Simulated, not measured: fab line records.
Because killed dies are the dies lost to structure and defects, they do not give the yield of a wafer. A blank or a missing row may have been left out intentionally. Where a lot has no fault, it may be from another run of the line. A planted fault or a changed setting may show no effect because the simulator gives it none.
fab line records	flow gf180mcu
[record] lots = 13	wafers = 39	lastDay = 34
route steps=602 shown MVPSD@85 VT_IMPLANT@135 NSD@239 V1@339
lots that met no fault: taken from a fault-free run of the same line
startH: hours from the record's opening day to when the first of the lot's shown wafers began	waitH: time in hours since the lot's previous step	" repeats the value in the row above	L1.1+2: several wafers, shown together as one row	- either no value or no given start	* or withheld: withheld	< > ~ a bound
route shown NAME@n: NAME is a module with steps in the file, n the number in the route of the first one	usual: mean and standard deviation over wafers with no fault	same: alike in all rows	chamber/n: place in a boat	sites: readings site by site	_std_site: standard deviation across them	_edge_site: outer sites' mean less inner sites'	radiusMm: how far each site lies from the wafer's centre	mask NAME#n: copy n	behind: tool/chamber where the wafer was last shaped	hold: why the lot was held/for how many hours/how that ended	device: the transistor (n, p or np) that didn't switch	end of line: the tests these same wafers got at the end of their route	for a step that has no rows: nothing shown but its recipe	killed: not the wafer's yield, but the dies lost to structure and defects at the first sort	map: a wafer's dies, x killed, . not, _ none there
set.NAME: setting as actually run; set.NAME@STEP: the setting as run at that earlier step	model.NAME: the simulator's own value behind a step, which no gauge read
route steps across a sampled set of lots; one table per step, one row per wafer
services: from which hour (startH, from the record's first day; less than 0 if before it) a tool's chamber was out of use, for how many hours, and why
[[steps]]
[step GF_MVPSD_OVL_MEAS_07]
[usual] MVPSD_OVL = -1.1/1.2
lot.wafer	tool	chamber	startH	waitH	MVPSD_OVL[nm]
L794.2	overlay-01	-	97.05	-	-1.2
L794.5	"	-	"	"	-0.7
L794.6	"	-	"	"	-2.3
L795.2	overlay-01	-	102.51	-	-0.3
L795.3	"	-	"	"	-1.0
L795.4	"	-	"	"	-0.3
L796.1	overlay-01	-	107.76	-	-0.3
L796.4	"	-	"	"	-1.7
L796.5	"	-	"	"	-1.3
L797.2	overlay-02	-	113.20	-	-2.1
L797.5	"	-	"	"	0.2
L797.6	"	-	"	"	-0.6
L798.1	overlay-02	-	119.01	-	-1.1
L798.3	"	-	"	"	-1.0
L798.5	"	-	"	"	-1.4
L799.2	overlay-01	-	128.85	-	-0.8
L799.3	"	-	"	"	-2.0
L799.4	"	-	"	"	-3.6
L800.2	overlay-01	-	132.36	-	-2.4
L800.3	"	-	"	"	1.0
L800.4	"	-	"	"	1.7
L803.1	overlay-02	-	150.41	-	-0.5
L803.2	"	-	"	"	0.7
L803.6	"	-	"	"	1.2
L805.2	overlay-01	-	163.46	-	0.8
L805.3	"	-	"	"	1.8
L805.6	"	-	"	"	3.0
L810.1	overlay-02	-	191.54	-	0.3
L810.4	"	-	"	"	1.6
L810.6	"	-	"	"	-0.6
L812.2	overlay-02	-	202.91	-	-2.3
L812.3	"	-	"	"	-2.8
L812.4	"	-	"	"	-0.1
L815.4	overlay-02	-	225.41	-	-1.2
L815.5	"	-	"	"	-0.5
L815.6	"	-	"	"	-0.3
L817.1	overlay-02	-	235.24	-	-0.5
L817.2	"	-	"	"	0.0
L817.3	"	-	"	"	0.5
[step GF_VT_IMPLANT_RTA_45]
[recipe] tempC = 1050	timeS = 30	ambient = N2
[usual] chamberO2Ppm = 2.002/0.021	lampPowerPct = 36/7.5	wafer_temp_C_max = 1054.1/0.76
lot.wafer	tool	chamber	startH	waitH	chamberO2Ppm	lampPowerPct	wafer_temp_C_max
L794.2	rtpAnneal-02	0	157.05	0.0	2.005	42	1054.0
L794.5	"	0	"	"	1.968	42	1054.5
L794.6	"	0	"	"	1.973	42	1054.4
L795.2	rtpAnneal-02	0	163.21	0.0	1.997	42	1054.2
L795.3	"	0	"	"	1.996	42	1054.2
L795.4	"	0	"	"	1.975	42	1053.5
L796.1	rtpAnneal-02	0	170.09	0.0	2.009	42	1053.5
L796.4	"	0	"	"	1.997	42	1053.8
L796.5	"	0	"	"	2.024	42	1052.5
L797.2	rtpAnneal-02	0	175.01	0.0	2.023	42	1053.7
L797.5	"	0	"	"	2.007	42	1054.6
L797.6	"	0	"	"	1.995	42	1054.3
L798.1	rtpAnneal-01	0	181.74	0.0	1.982	27	1054.0
L798.3	"	0	"	"	2.005	27	1054.3
L798.5	"	0	"	"	1.969	27	1054.2
L799.2	rtpAnneal-02	0	192.38	0.0	1.964	42	1054.1
L799.3	"	0	"	"	2.027	42	1054.8
L799.4	"	0	"	"	2.037	42	1053.2
L800.2	rtpAnneal-01	0	197.20	0.0	2.010	27	1055.2
L800.3	"	0	"	"	2.002	27	1054.3
L800.4	"	0	"	"	1.976	27	1054.4
L803.1	rtpAnneal-01	0	218.32	0.0	1.992	27	1053.5
L803.2	"	0	"	"	2.049	27	1054.1
L803.6	"	0	"	"	1.999	27	1053.8
L805.2	rtpAnneal-01	0	232.46	0.0	1.978	27	1054.1
L805.3	"	0	"	"	2.027	27	1053.6
L805.6	"	0	"	"	2.001	27	1054.7
L810.1	rtpAnneal-01	0	263.94	0.0	2.000	27	1054.0
L810.4	"	0	"	"	2.010	27	1054.8
L810.6	"	0	"	"	1.996	27	1054.2
L812.2	rtpAnneal-02	0	276.75	0.0	1.982	42	1055.1
L812.3	"	0	"	"	2.004	42	1053.9
L812.4	"	0	"	"	2.003	42	1053.5
L815.4	rtpAnneal-01	0	301.33	0.1	1.986	27	1053.9
L815.5	"	0	"	"	2.004	27	1054.0
L815.6	"	0	"	"	1.998	27	1054.8
L817.1	rtpAnneal-01	0	312.17	0.0	2.015	27	1054.1
L817.2	"	0	"	"	2.006	27	1054.2
L817.3	"	0	"	"	2.048	27	1055.1
[step GF_NSD_EXPOSE_04]
[recipe] maskId = Nplus	targetCdNm = 400	na = 0.6	sourceShape = conventional	sigmaOuter = 0.6	doseMj = 140
[usual] exposureDoseMJCm2 = 139.98/0.14
[same] na = 0.6
lot.wafer	tool	chamber	startH	waitH	mask	exposureDoseMJCm2
L794.2	ilineStepper-02	0	285.59	-	Nplus#0	140.02
L794.5	"	0	"	"	Nplus#0	139.91
L794.6	"	0	"	"	Nplus#0	139.81
L795.2	ilineStepper-02	0	291.56	-	Nplus#0	140.12
L795.3	"	0	"	"	Nplus#0	140.18
L795.4	"	0	"	"	Nplus#0	140.03
L796.1	ilineStepper-02	0	301.09	-	Nplus#0	139.93
L796.4	"	0	"	"	Nplus#0	139.92
L796.5	"	0	"	"	Nplus#0	140.08
L797.2	ilineStepper-01	0	304.66	-	Nplus#0	139.81
L797.5	"	0	"	"	Nplus#0	139.81
L797.6	"	0	"	"	Nplus#0	139.83
L798.1	ilineStepper-02	0	316.41	-	Nplus#0	140.14
L798.3	"	0	"	"	Nplus#0	140.15
L798.5	"	0	"	"	Nplus#0	140.29
L799.2	ilineStepper-02	0	330.16	-	Nplus#0	139.96
L799.3	"	0	"	"	Nplus#0	140.18
L799.4	"	0	"	"	Nplus#0	139.95
L800.2	ilineStepper-01	0	335.84	-	Nplus#0	139.99
L800.3	"	0	"	"	Nplus#0	140.00
L800.4	"	0	"	"	Nplus#0	140.03
L803.1	ilineStepper-01	0	358.27	-	Nplus#0	108.76
L803.2	"	0	"	"	Nplus#0	108.38
L803.6	"	0	"	"	Nplus#0	108.60
L805.2	ilineStepper-01	0	378.94	-	Nplus#0	114.71
L805.3	"	0	"	"	Nplus#0	114.66
L805.6	"	0	"	"	Nplus#0	114.64
L810.1	ilineStepper-02	0	414.76	-	Nplus#0	139.98
L810.4	"	0	"	"	Nplus#0	140.06
L810.6	"	0	"	"	Nplus#0	140.07
L812.2	ilineStepper-02	0	430.46	-	Nplus#0	139.96
L812.3	"	0	"	"	Nplus#0	140.13
L812.4	"	0	"	"	Nplus#0	140.16
L815.4	ilineStepper-02	0	458.82	-	Nplus#0	140.00
L815.5	"	0	"	"	Nplus#0	139.84
L815.6	"	0	"	"	Nplus#0	139.88
L817.1	ilineStepper-02	0	472.34	-	Nplus#0	140.23
L817.2	"	0	"	"	Nplus#0	140.21
L817.3	"	0	"	"	Nplus#0	140.09
[step GF_NSD_CD_MEAS_07]
[recipe] targetCdNm = 400
[usual] cdNm = 400.8/2.4
lot.wafer	tool	chamber	startH	waitH	cdNm
L794.2	cdSem-01	-	295.66	0.1	403.0
L794.5	"	-	"	"	402.1
L794.6	"	-	"	"	402.0
L795.2	cdSem-02	-	300.99	0.1	399.9
L795.3	"	-	"	"	401.7
L795.4	"	-	"	"	401.5
L796.1	cdSem-02	-	310.99	0.1	403.8
L796.4	"	-	"	"	403.2
L796.5	"	-	"	"	403.6
L797.2	cdSem-02	-	314.81	0.1	404.0
L797.5	"	-	"	"	402.3
L797.6	"	-	"	"	400.1
L798.1	cdSem-01	-	326.32	0.2	399.4
L798.3	"	-	"	"	399.8
L798.5	"	-	"	"	399.9
L799.2	cdSem-01	-	340.91	0.1	402.9
L799.3	"	-	"	"	403.4
L799.4	"	-	"	"	405.2
L800.2	cdSem-02	-	346.46	0.1	399.7
L800.3	"	-	"	"	399.4
L800.4	"	-	"	"	397.8
L803.1	cdSem-01	-	368.77	0.1	329.8
L803.2	"	-	"	"	330.5
L803.6	"	-	"	"	328.8
L805.2	cdSem-02	-	389.96	0.1	340.3
L805.3	"	-	"	"	341.2
L805.6	"	-	"	"	344.0
L810.1	cdSem-02	-	426.39	0.1	397.7
L810.4	"	-	"	"	397.0
L810.6	"	-	"	"	396.8
L812.2	cdSem-02	-	442.66	0.1	403.2
L812.3	"	-	"	"	402.3
L812.4	"	-	"	"	403.6
L815.4	cdSem-02	-	470.68	0.1	398.4
L815.5	"	-	"	"	399.9
L815.6	"	-	"	"	399.8
L817.1	cdSem-02	-	484.17	0.2	403.4
L817.2	"	-	"	"	400.9
L817.3	"	-	"	"	403.8
[step GF_V1_CMP_04]
[recipe] material = SiO2	downForcePsi = 4	platenRpm = 60	padVelocityMS = 0.94248
[usual] headPressurePsi = 4.000/0.0077	motorCurrentA = 11.9/0.87	timeToEndpointS = 80/4.8
lot.wafer	tool	chamber	startH	waitH	headPressurePsi	motorCurrentA	timeToEndpointS
L794.2	cmp-01	0	387.02	0.1	3.991	11.2	85
L794.6	"	3	"	"	3.997	12.2	88
L794.5	"	0	"	"	4.005	12.0	87
L795.2	cmp-01	2	393.60	0.0	4.005	11.0	74
L795.4	"	3	"	"	3.994	12.1	82
L795.3	"	1	"	"	3.988	12.3	71
L796.4	cmp-02	1	404.11	0.1	4.006	11.6	85
L796.1	"	3	"	"	4.005	11.2	76
L796.5	"	1	"	"	4.003	12.4	87
L797.2	cmp-02	0	409.14	0.2	4.007	11.5	77
L797.5	"	3	"	"	4.004	10.8	85
L797.6	"	0	"	"	4.008	11.6	78
L798.1	cmp-01	0	422.07	0.1	4.003	11.6	72
L798.3	"	2	"	"	4.011	10.7	70
L798.5	"	0	"	"	4.008	11.4	79
L799.3	cmp-02	1	437.22	0.0	3.994	12.4	78
L799.4	"	3	"	"	4.005	10.5	84
L799.2	"	0	"	"	4.004	10.8	77
L800.2	cmp-01	3	445.45	0.0	4.014	12.3	71
L800.3	"	1	"	"	3.990	12.6	70
L800.4	"	2	"	"	4.000	10.8	78
L803.1	cmp-01	3	468.51	0.1	3.992	11.8	78
L803.2	"	2	"	"	4.011	11.2	78
L803.6	"	0	"	"	4.010	12.4	86
L805.3	cmp-02	0	492.22	0.1	4.003	11.2	84
L805.2	"	1	"	"	3.991	12.8	84
L805.6	"	2	"	"	3.999	13.4	89
L810.4	cmp-01	3	526.35	0.0	3.999	11.6	77
L810.1	"	1	"	"	4.005	13.0	75
L810.6	"	3	"	"	3.999	13.2	79
L812.2	cmp-02	2	543.10	0.0	3.997	12.7	79
L812.3	"	3	"	"	4.007	10.9	77
L812.4	"	0	"	"	3.978	10.8	85
L815.4	cmp-02	3	569.17	0.2	4.004	11.1	83
L815.5	"	2	"	"	3.994	12.9	84
L815.6	"	3	"	"	4.003	10.3	82
L817.1	cmp-01	1	579.71	0.1	3.982	13.1	69
L817.2	"	2	"	"	4.006	11.1	68
L817.3	"	3	"	"	4.003	12.4	74
[[services]]
tool	chamber	startH	hours	kind
cmp-02	-	147.50	0.7	repair
cmp-02	-	163.90	1.2	repair
cmp-02	-	165.64	1.2	repair
cmp-02	-	187.61	0.3	repair
ilineStepper-02	-	206.18	1.7	pm
cmp-02	-	224.31	13.2	pm
cmp-02	-	237.52	4.0	pm
cmp-01	-	241.52	6.9	pm
cmp-01	-	259.19	0.8	repair
ilineStepper-02	-	263.86	8.5	repair
cmp-02	-	267.67	0.9	repair
cmp-01	-	282.48	0.9	repair
cmp-02	-	330.55	3.8	repair
cmp-02	-	335.51	0.9	repair
cmp-01	-	350.91	2.3	repair
cmp-01	-	404.13	4.0	pm
ilineStepper-02	-	424.36	1.7	pm
cmp-01	-	451.63	1.9	repair
cmp-01	-	456.58	6.2	pm
cmp-01	-	467.05	0.8	repair
cmp-01	-	528.54	4.3	repair
ilineStepper-02	-	529.32	0.6	repair
cmp-01	-	553.02	0.4	repair
cmp-01	-	567.41	2.4	repair
[[key]]
[firstSign] step = GF_NSD_EXPOSE_04	reading = exposureDoseMJCm2	direction = down	sigmas = 99+	usual = 139.98	struck = 111.63
[effect] step = GF_NSD_CD_MEAS_07	reading = cdNm	direction = down	sigmas = 27	usual = 400.8	struck = 335.7	through = controlLoop
metAt GF_NSD_EXPOSE_04
struckLots L803,L805
rowsEnd L803.2
testerLeftOut L803,L805
[loopTrim] step = GF_NSD_EXPOSE_04	setting = dose	lots = L805
notActingAt GF_MVPSD_OVL_MEAS_07,GF_VT_IMPLANT_RTA_45,GF_V1_CMP_04
onsetBetween 335.84 358.27
[fault] kind = processParameterDrift	tool = ilineStepper-01	chamber = -	onsetH = 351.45	steps = GF_NSD_EXPOSE_04	channel = doseMj	offset = -31.352	shape = step	actsIn = theseRecipesOnly	stated = 140
// testerLeftOut: of these lots the tester's yield and bins aren't shown, on N5 and GAA mostly nor the transistor test; their killed dies are dies lost to structure and defects alone, not to doping, threshold or leakage, so they don't give the yield
// rowsEnd: these wafers met a further fault down the route, and their rows from its step on are left out
// loopTrim: a control loop set the setting to another value than it would have without faults
